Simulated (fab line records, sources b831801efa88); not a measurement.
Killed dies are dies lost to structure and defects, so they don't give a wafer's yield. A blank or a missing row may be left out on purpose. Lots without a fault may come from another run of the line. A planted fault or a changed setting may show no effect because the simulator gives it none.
fab line records | flow sky130 | part 2 of 2: steps 26 to 32 of 32
record lots=5 wafers=15 last_day=48
route steps=708 shown SONOS_TUNNEL@157 SONOS_ONO@168 GATE_OXIDE@187
lots that met no fault: from a run of the same line without faults
start_h: hours from the record's first day to the start of the lot's first wafer shown | wait_h: hours since the lot's step before | " the same as in the row above | L1.1+2: a row that stands for several wafers | - no value, or no start given | * or withheld: withheld | < > ~ a bound
route shown NAME@n: a module of which the file shows steps, and the number in the route of the first | usual: mean/standard deviation of fault-free wafers | same: alike in all rows | chamber/n: place in a boat | sites: the reading at each site | _std_site: their standard deviation | _edge_site: outer sites' mean less inner sites' | radius_mm: how far each site lies from the wafer's centre | mask NAME#n: copy n | behind: the tool/chamber that last shaped the wafer | hold: why the lot was held/for how many hours/how that ended | device: the transistor (n, p or np) that didn't switch | end of line: the same wafers' tests at the end of the route | a step without rows: its recipe alone | killed: dies lost to structure and defects at the first sort, not the wafer's yield | map: a wafer's dies, x killed, . not, _ none there
set.NAME: the setting as run; set.NAME@STEP: as run at that earlier step | model.NAME: the simulator's own value behind a step, which no gauge read
lots at some steps of the route; a table a step, a row a wafer
services: from which hour (start_h, from the record's first day; less than 0 if before it) a tool's chamber was out of use, for how many hours, and why
## steps
# step SKY_SONOS_ONO_OVL_MEAS_14
# usual SONOS_ONO_OVL=0.1/1.2
# columns lot.wafer tool chamber start_h wait_h SONOS_ONO_OVL[nm]
L075.1 overlay-01 - 286.71 0.1 0.5
L075.5 " - " " 0.2
L075.6 " - " " -1.6
L076.2 overlay-01 - 296.29 0.1 0.6
L076.3 " - " " 3.0
L076.6 " - " " 1.6
L077.2 overlay-01 - 311.81 0.1 0.0
L077.3 " - " " -0.3
L077.5 " - " " -0.2
L083.3 overlay-02 - 354.45 0.1 1.8
L083.4 " - " " 1.5
L083.6 " - " " 1.5
L086.2 overlay-02 - 387.06 0.1 1.1
L086.4 " - " " 0.7
L086.5 " - " " 2.2
# step SKY_SONOS_ONO_ETCH_15
# recipe target_depth_nm=19.52 chemistry=CHF3/O2 source_w=600 bias_w=200 pressure_mtorr=40 chf3_flow_sccm=50 O2_flow_sccm=5 time_s=7.8
# usual bias_w=200.0/0.65 drypump_motor_current_A=5.6/0.47 oes_product_au=0.998/0.0078 throttle_valve_pct=8.825/0.0099
# same time_s=7.8
# columns lot.wafer tool chamber start_h wait_h bias_w drypump_motor_current_A oes_product_au rf_hours_counter_h throttle_valve_pct
L075.1 rie_diel-03 3 286.74 0.0 200.7 5.9 0.995 11 8.812
L075.5 " 2 " " 200.4 6.3 1.002 - 8.831
L075.6 " 3 " " 200.5 5.9 0.994 - 8.835
L076.2 rie_diel-02 3 296.32 0.0 198.8 6.1 0.977 61 8.821
L076.3 " 2 " " 199.8 5.9 0.976 80 8.842
L076.6 " 3 " " 199.4 6.1 0.986 - 8.797
L077.2 rie_diel-04 0 311.84 0.0 199.6 5.3 1.008 34 8.832
L077.3 " 3 " " 198.5 5.0 1.005 88 8.823
L077.5 " 1 " " 199.7 5.6 0.998 - 8.816
L083.3 rie_diel-02 1 354.47 0.0 200.8 5.5 1.009 9 8.821
L083.4 " 2 " " 200.1 5.9 0.981 81 8.813
L083.6 " 2 " " 200.1 5.9 0.992 - 8.813
L086.2 rie_diel-04 2 387.09 0.0 199.6 5.5 0.996 44 8.826
L086.4 " 0 " " 199.5 5.3 1.002 36 8.807
L086.5 " 0 " " 199.2 5.3 1.008 - 8.822
# step SKY_SONOS_ONO_WET_ETCH_16
# recipe chemistry=dHF target_depth_nm=14 dry=n2_spin target=SiO2 dilution=100:1 temp_c=25 time_s=280
# usual bath_heat_duty_pct=6.1/0.64
# same time_s=280
# columns lot.wafer tool chamber start_h wait_h bath_heat_duty_pct
L075.1 wet_bench-04 0 286.76 0.0 6.6
L075.5 " 0 " " 6.4
L075.6 " 0 " " 5.3
L076.2 wet_bench-01 0 296.34 0.0 6.0
L076.3 " 0 " " 5.2
L076.6 " 0 " " 6.5
L077.2 wet_bench-04 3 311.86 0.0 6.5
L077.3 " 3 " " 6.1
L077.5 " 3 " " 5.7
L083.3 wet_bench-02 0 354.49 0.0 5.3
L083.4 " 0 " " 4.7
L083.6 " 0 " " 4.5
L086.2 wet_bench-01 3 387.11 0.0 6.2
L086.4 " 3 " " 6.3
L086.5 " 3 " " 6.0
# step SKY_SONOS_ONO_STRIP_17
# recipe chemistry=O2/N2 power_w=1400 pressure_mtorr=1500 platen_temp_c=withheld o2_flow_sccm=3000 n2_flow_sccm=300 overash_fraction=0.5
# usual drypump_motor_current_A=5.54/0.28 n2_flow_sccm=299.9/0.87 oes_product_au=0.709/0.0043 strip_time_to_endpoint_s=14.11/0.041
# columns lot.wafer tool chamber start_h wait_h drypump_motor_current_A n2_flow_sccm oes_product_au rf_hours_counter_h strip_time_to_endpoint_s
L075.1 plasma_asher-01 1 286.85 0.0 5.93 300.2 0.708 15 14.20
L075.5 " 0 " " 5.05 298.6 0.714 - 14.19
L075.6 " 1 " " 5.94 298.9 0.708 - 14.13
L076.2 plasma_asher-04 0 296.44 0.0 5.55 297.8 0.711 64 14.09
L076.3 " 1 " " 5.73 300.4 0.709 - 14.07
L076.6 " 1 " " 5.69 300.4 0.710 - 14.11
L077.2 plasma_asher-01 1 311.95 0.0 5.90 299.9 0.704 18 14.12
L077.3 " 0 " " 5.06 300.1 0.706 - 14.12
L077.5 " 1 " " 5.92 299.4 0.713 - 14.16
L083.3 plasma_asher-04 1 354.61 0.0 5.72 300.9 0.715 - 14.07
L083.4 " 0 " " 5.55 298.7 0.709 - 14.17
L083.6 " 1 " " 5.70 300.6 0.703 - 14.11
L086.2 plasma_asher-01 1 387.20 0.0 5.89 299.3 0.716 25 14.05
L086.4 " 0 " " 5.06 298.7 0.707 - 14.04
L086.5 " 1 " " 5.89 300.3 0.704 - 14.02
# step SKY_SONOS_ONO_WET_ETCH_18
# recipe chemistry=H3PO4 target_depth_nm=15 target=Si3N4 temp_c=160 time_s=172
# usual bath_heat_duty_pct=27.0/2.7
# same time_s=172
# columns lot.wafer tool chamber start_h wait_h bath_heat_duty_pct
L075.1 wet_bench-01 1 286.95 0.1 28.5
L075.5 " 1 " " 32.8
L075.6 " 1 " " 29.3
L076.2 wet_bench-02 1 296.54 0.1 27.9
L076.3 " 1 " " 29.0
L076.6 " 1 " " 27.5
L077.2 wet_bench-02 0 312.05 0.1 22.5
L077.3 " 0 " " 23.1
L077.5 " 0 " " 22.1
L083.3 wet_bench-01 2 354.68 0.0 30.8
L083.4 " 2 " " 29.4
L083.6 " 2 " " 26.7
L086.2 wet_bench-04 1 387.30 0.1 27.6
L086.4 " 1 " " 25.9
L086.5 " 1 " " 27.6
# step SKY_GATE_OXIDE_CLEAN_00
# recipe chemistry=SC1/SC2 mix=1:4:20 temp_c=70 time_s=150 dry=n2_spin
# usual bath_heat_duty_pct=13.8/1.3
# same time_s=150
# columns lot.wafer tool chamber start_h wait_h bath_heat_duty_pct
L075.1 wet_bench-02 1 287.01 0.0 15.5
L075.5 " 1 " " 14.0
L075.6 " 1 " " 15.1
L076.2 wet_bench-04 0 296.59 0.0 13.6
L076.3 " 0 " " 14.2
L076.6 " 0 " " 13.4
L077.2 wet_bench-01 2 312.11 0.0 13.2
L077.3 " 2 " " 14.8
L077.5 " 2 " " 14.7
L083.3 wet_bench-02 3 354.79 0.0 13.8
L083.4 " 3 " " 14.0
L083.6 " 3 " " 13.0
L086.2 wet_bench-02 3 387.41 0.0 13.4
L086.4 " 3 " " 13.4
L086.5 " 3 " " 13.9
# step SKY_GATE_OXIDE_OXIDATION_01
# recipe temp_c=900 ambient=O2 stabilise_s=600 purge_s=300 target_thk_a=102.68 ox_time_s=1473
# usual spike_tc_lower_C=900.8/1.1 tube_center_temp_C_max=902.3/0.4 zone_power_lower_pct=18.3/1.8
# columns lot.wafer tool chamber start_h wait_h spike_tc_lower_C tube_center_temp_C_max zone_power_lower_pct
L075.1 furnace-01 0 289.02 2.0 902.8 901.7 17.1
L075.5 " 0 " " 902.3 902.4 17.3
L075.6 " 0 " " 901.6 902.0 17.3
L076.2 furnace-01 0 297.25 0.6 900.4 902.5 17.0
L076.3 " 0 " " 900.8 901.7 17.5
L076.6 " 0 " " 900.9 903.4 17.3
L077.2 furnace-01 0 314.47 2.3 899.7 901.7 17.0
L077.3 " 0 " " 898.9 902.0 17.3
L077.5 " 0 " " 901.0 902.8 17.5
L083.3 furnace-01 0 360.99 6.1 898.3 902.5 17.1
L083.4 " 0 " " 900.4 902.5 17.5
L083.6 " 0 " " 899.6 901.6 17.5
L086.2 furnace-01 0 394.40 6.9 901.7 902.0 17.2
L086.4 " 0 " " 899.4 902.9 17.4
L086.5 " 0 " " 899.0 902.1 17.3
## services
# columns tool chamber start_h hours kind
iline_stepper-02 - 222.18 0.6 repair
furnace-02 - 231.94 2.7 pm
iline_stepper-01 - 232.05 1.8 repair
rie_diel-04 1 234.48 36.3 repair
rie_diel-03 2 238.19 21.4 repair
rie_diel-02 - 242.24 14.6 pm
rie_diel-03 1 242.28 11.6 repair
iline_stepper-02 - 251.47 40.1 repair
wet_bench-01 - 259.87 7.5 repair
rie_diel-02 3 268.66 2.4 repair
plasma_asher-01 - 277.26 1.2 repair
lpcvd-03 - 288.69 0.8 repair
rie_diel-04 2 290.25 15.3 repair
furnace-01 - 290.43 4.1 pm
iline_stepper-02 - 319.81 8.9 pm
rie_diel-02 1 319.97 12.8 repair
furnace-01 - 320.26 3.0 pm
iline_stepper-01 - 333.84 1.2 repair
plasma_asher-04 - 337.86 1.8 repair
rie_diel-04 2 343.14 2.3 repair
rie_diel-02 3 354.61 3.8 repair
plasma_asher-01 - 356.75 6.5 repair
implanter-01 - 380.31 61.7 repair
lpcvd-02 - 382.15 3.6 repair
